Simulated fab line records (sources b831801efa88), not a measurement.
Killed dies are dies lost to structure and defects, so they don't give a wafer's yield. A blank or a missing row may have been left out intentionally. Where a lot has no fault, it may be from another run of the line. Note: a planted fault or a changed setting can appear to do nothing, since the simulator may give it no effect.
Chamber matching || flow gf180mcu || pecvd-03 running GF_PASSIVATION_CVD_00: 3 sister chambers
The step deposits SiO2 from TEOS, target thk 1000 nm, time 111.95 s. 14 wafers are shown with their chamber, then 7 later ones without.

## WAFERS PAIRED WITH THEIR CHAMBERS
{"wafer": "L999.2", "chamber": 2, "heater_power_w (W)": 970, "susceptor_temp_C (C)": 399.89}
{"wafer": "L999.3", "chamber": 0, "heater_power_w (W)": 855, "susceptor_temp_C (C)": 399.81}
{"wafer": "L999.5", "chamber": 0, "heater_power_w (W)": 687, "susceptor_temp_C (C)": 399.75}
{"wafer": "L103.1", "chamber": 2, "heater_power_w (W)": 954, "susceptor_temp_C (C)": 399.75}
{"wafer": "L103.3", "chamber": 0, "heater_power_w (W)": 724, "susceptor_temp_C (C)": 399.88}
{"wafer": "L103.6", "chamber": 2, "heater_power_w (W)": 1027, "susceptor_temp_C (C)": 399.89}
{"wafer": "L112.1", "chamber": 1, "heater_power_w (W)": 858, "susceptor_temp_C (C)": 399.93}
{"wafer": "L112.4", "chamber": 1, "heater_power_w (W)": 895, "susceptor_temp_C (C)": 400.22}
{"wafer": "L112.6", "chamber": 2, "heater_power_w (W)": 869, "susceptor_temp_C (C)": 400.05}
{"wafer": "L117.2", "chamber": 0, "heater_power_w (W)": 840, "susceptor_temp_C (C)": 400.26}
{"wafer": "L117.4", "chamber": 1, "heater_power_w (W)": 858, "susceptor_temp_C (C)": 400.11}
{"wafer": "L117.6", "chamber": 2, "heater_power_w (W)": 837, "susceptor_temp_C (C)": 400.30}
{"wafer": "L118.2", "chamber": 1, "heater_power_w (W)": 757, "susceptor_temp_C (C)": 399.87}
{"wafer": "L118.5", "chamber": 2, "heater_power_w (W)": 866, "susceptor_temp_C (C)": 399.89}

SIGNATURES, as means of the wafers listed above
{"reading": "heater_power_w", "chamber 0": 776.50, "chamber 1": 842.00, "chamber 2": 920.50, "scatter within a chamber": 73.2}
{"reading": "susceptor_temp_C", "chamber 0": 399.9250, "chamber 1": 400.0325, "chamber 2": 399.9617, "scatter within a chamber": 0.195}
Rule: a wafer lies at a distance from a chamber equal to the root of the sum of squares, over the readings, of (its reading less the chamber's mean, divided by the reading's scatter). The wafer belongs to the nearest chamber; if the next one is less than 2 further off, it can't be placed. The scatter: take each reading less its chamber's mean, square it, sum over the shown wafers, divide by the number of wafers less the number of chambers, and take the root.

## WAFERS WITHOUT THEIR CHAMBER
{"wafer": "L118.6", "heater_power_w (W)": 826, "susceptor_temp_C (C)": 399.83}
{"wafer": "L120.1", "heater_power_w (W)": 782, "susceptor_temp_C (C)": 399.87}
{"wafer": "L120.2", "heater_power_w (W)": 873, "susceptor_temp_C (C)": 400.14}
{"wafer": "L120.4", "heater_power_w (W)": 845, "susceptor_temp_C (C)": 399.89}
{"wafer": "L122.2", "heater_power_w (W)": 1034, "susceptor_temp_C (C)": 400.33}
{"wafer": "L122.3", "heater_power_w (W)": 819, "susceptor_temp_C (C)": 399.70}
{"wafer": "L122.4", "heater_power_w (W)": 846, "susceptor_temp_C (C)": 399.88}

## THE CHAMBER EACH PASSED THROUGH
{"wafer": "L118.6", "from the rows above": "can't be placed: 0 or 1 or 2", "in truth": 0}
{"wafer": "L120.1", "from the rows above": "can't be placed: 0 or 1 or 2", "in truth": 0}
{"wafer": "L120.2", "from the rows above": "can't be placed: 1 or 2 or 0", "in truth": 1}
{"wafer": "L120.4", "from the rows above": "can't be placed: 1 or 0 or 2", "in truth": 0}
{"wafer": "L122.2", "from the rows above": "can't be placed: 2 or 1 or 0", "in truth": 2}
{"wafer": "L122.3", "from the rows above": "can't be placed: 0 or 1 or 2", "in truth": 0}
{"wafer": "L122.4", "from the rows above": "can't be placed: 1 or 0 or 2", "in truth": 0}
0 of 7 placed correctly. From these rows, 7 cannot be placed; in 7 the true chamber is one of the candidates. 0 placed wrongly.
